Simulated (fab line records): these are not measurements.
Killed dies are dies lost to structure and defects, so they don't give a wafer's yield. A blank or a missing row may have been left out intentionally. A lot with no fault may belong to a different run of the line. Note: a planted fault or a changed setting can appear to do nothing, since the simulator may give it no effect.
Matching of chambers ; flow sky130 ; SKY_CAPM_CVD_00 on pecvd-01 has 3 sister chambers
The step deposits SiO2, target thk 15.5 nm. 3 wafers are shown with their chamber, then 9 later ones without.

== WAFERS WITH THEIR CHAMBER ==
wafer;chamber;heater power w (W)
L089.6;0;674
L093.2;1;808
L093.6;2;816

== WAFERS WITHOUT THEIR CHAMBER ==
wafer;heater power w (W)
L095.1;620
L095.2;717
L095.3;781
L095.4;702
L095.5;613
L095.6;799
L097.2;827
L097.3;824
L097.4;819

== EACH ONE'S CHAMBER ==
wafer;from the rows above;in truth
L095.1;0;0
L095.2;can't be placed: 0 or 1 or 2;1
L095.3;can't be placed: 1 or 2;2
L095.4;0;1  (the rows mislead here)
L095.5;0;0
L095.6;can't be placed: 1 or 2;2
L097.2;can't be placed: 2 or 1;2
L097.3;can't be placed: 2 or 1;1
L097.4;can't be placed: 2 or 1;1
2 of 9 placed correctly. Unplaceable from these rows: 6, with the true chamber sitting among the candidates in 6. Wrongly placed: 1.
How it was worked out, from the rows above alone: a wafer's distance from a chamber is the root of the sum, over the readings, of the square of ((its reading less the chamber's mean) divided by the reading's scatter). If the next closest chamber is less than 2 further off than the closest, the wafer can't be placed; otherwise it belongs to the closest. The mean given for a chamber averages the wafers shown for that chamber. The scatter: with one shown wafer a chamber, the root of the mean of the squares of how far each hidden wafer lies from its nearest shown one.
